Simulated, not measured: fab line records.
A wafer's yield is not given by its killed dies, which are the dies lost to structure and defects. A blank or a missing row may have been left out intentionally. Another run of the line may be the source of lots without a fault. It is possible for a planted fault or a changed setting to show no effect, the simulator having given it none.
Struck lot and sound lot, side by side    flow gf180mcu    28 out of 602 route steps
Sound: the wafers L456.1, L456.4, L456.5. Wafers L469.1, L469.3, L469.4 were the ones struck. Last of all comes the cause.
Each step with rows lists, per side, the tool, then ch with its chambers, then its first start. Under that, the readings that differ: sound wafers    struck wafers    difference of the means    sigmas: that difference in standard deviations of wafers without a fault.
alike: readings with means less than 2 such deviations apart, plus words and numbers identical on both sides. not compared: withheld readings, readings lacking a value on some wafer, bounds such as >300 that could conceal the same value, and numbers that have no deviation in the record and whose values overlap.
Wherever a step has rows on one side only, a row that says differs or no value, or a row with sigmas, the two part there. Numbers that don't overlap but have no deviation are shown without sigmas and don't part them. Lack of a reading on every wafer of one side parts them only where that side has two or more wafers.

GF_STI_BOW_MEAS_00:
  sound on film metro-01 at day 2 01:00; struck on film metro-03 at day 4 18:00
  alike: INCOMING_BOW
then, 1 step without rows for these wafers: GF_STI_OXIDATION_01 (stabilise 600 s, purge 300 s, target thk 10 nm).
GF_STI_THK_MEAS_02:
  sound on film metro-03 at day 2 02:58; struck on film metro-01 at day 4 19:31
  alike: STI_OXIDATION_THK
GF_STI_CVD_03: deposits Si3N4 from DCS/NH3, target thk 207.16 nm, time 3551 s.
  sound on lpcvd-01 ch 0, day 2 03:02; struck on lpcvd-01 ch 1, day 4 19:34
reading                                sound            struck             difference  sigmas
zone power top pct (%)                 29.5 29.5 29.3   24.4 24.4 24.2     -5.1        -3
model.Si3N4_of_STI_CVD_03.thk nm (nm)  206.1 206 207.3  197.9 195.5 197.8  -9.4        
  alike: spike tc lower C, zone power upper pct
GF_STI_THK_MEAS_04:
  sound on film metro-04 at day 2 05:01; struck on film metro-01 at day 4 21:47
reading              sound              struck             difference  sigmas
STI_CVD_03_THK (nm)  206.0 206.0 207.3  198.0 195.5 198.0  -9.3        -6
  not compared: hold
then, 6 steps without rows for these wafers: GF_STI_HMDS_06 (prime time 60 s); GF_STI_COAT_07 (resist thk 693.9 nm); GF_STI_SOFTBAKE_08 (time 60 s); GF_STI_EXPOSE_09 (exposes mask COMP, target cd 220 nm); GF_STI_PEB_10 (peb time 90 s); GF_STI_DEVELOP_11 (develop time 60 s).
GF_STI_CD_MEAS_12: the cd target is 220 nm.
  sound on cd sem-01 at day 2 16:34; struck on cd sem-02 at day 5 11:28
  alike: cd nm
GF_STI_ETCH_13: etches the open film in CHF3/O2, stops on Si, target depth 282.31 nm, time 112.9 s.
  sound on rie diel-02 ch 0,1,2, day 2 16:41; struck on rie diel-02 ch 0,2,3, day 5 11:35
reading                   sound              struck             difference  sigmas
oes product au (a.u.)     0.829 0.828 0.827  0.812 0.812 0.816  -0.015      -3
model.etch.depth nm (nm)  206.1 206 207.3    197.9 195.5 197.8  -9.4        
  alike: drypump motor current A, throttle valve pct
  not compared: rf hours counter h
GF_STI_ETCH_14: etches Si in HBr/Cl2/O2, target depth 360 nm, time 102.9 s.
  sound on rie si-01 ch 1,3, day 2 16:46; struck on rie si-02 ch 0,1,3, day 5 11:40
  alike: drypump motor current A, oes product au, throttle valve pct
  not compared: rf hours counter h
GF_STI_STRIP_15: strips in O2/N2.
  sound on plasma asher-01 ch 0,1, day 2 16:50; struck on plasma asher-02 ch 0,1, day 5 11:44
  alike: drypump motor current A, heater power w, oes product au, strip time to endpoint s
  not compared: rf hours counter h
then, 6 steps without rows for these wafers: GF_STI_CLEAN_16 (cleans in dHF, time 25 s); GF_STI_WET_ETCH_17 (etches Si3N4 in H3PO4, target depth 45 nm, time 514 s); GF_STI_CLEAN_18 (cleans in SC1/SC2, time 150 s); GF_STI_CLEAN_19 (cleans in dHF, time 20 s); GF_STI_WET_ETCH_20 (etches SiO2 in dHF, target depth 20 nm, time 400 s); GF_STI_OXIDATION_21 (stabilise 600 s, purge 300 s, target thk 15 nm).
GF_STI_THK_MEAS_22:
  sound on film metro-03 at day 2 18:41; struck on film metro-04 at day 5 13:22
reading                    sound              struck             difference  sigmas
STI_OXIDATION_01_THK (nm)  15.70 15.44 15.76  14.90 15.00 15.07  -0.64       -2
then, 1 step without rows for these wafers: GF_STI_CVD_23 (deposits SiO2, target thk 650 nm, time 108.3 s).
GF_STI_THK_MEAS_24:
  sound on film metro-01 at day 2 18:50; struck on film metro-01 at day 5 13:32
  alike: STI_CVD_23_THK
GF_STI_CMP_25: polishes, stops on Si3N4, t overpolish 33 s, target thk 524.6 nm.
  sound on cmp-02 ch 0,3, day 2 18:53; struck on cmp-02 ch 0,1,3, day 5 13:39
  alike: edge zone pressure frac, motor current A, overpolish run s, time to endpoint s
GF_STI_WET_ETCH_26: etches SiO2 in dHF, target depth 94 nm, time 188 s.
  sound on wet bench-04 ch 0, day 2 19:11; struck on wet bench-04 ch 1, day 5 13:54
reading                                sound              struck             difference  sigmas
model.Si3N4_of_STI_CVD_03.thk nm (nm)  149.5 149.3 150.5  142.9 140.4 142.7  -7.8        
then, 2 steps without rows for these wafers: GF_STI_WET_ETCH_27 (etches Si3N4 in H3PO4, target depth 160 nm, time 1825 s); GF_PASSIVATION_PROBE_99.

== WHERE THEY PART ==
Last at GF_STI_THK_MEAS_22 as far as this record goes, first at GF_STI_CVD_03. Later steps at which nothing parts them and some readings are alike: GF_STI_THK_MEAS_24, GF_STI_CMP_25.

WHY: whatever the simulator had introduced
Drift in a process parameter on lpcvd-01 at GF_STI_CVD_03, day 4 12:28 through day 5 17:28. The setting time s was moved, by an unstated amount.
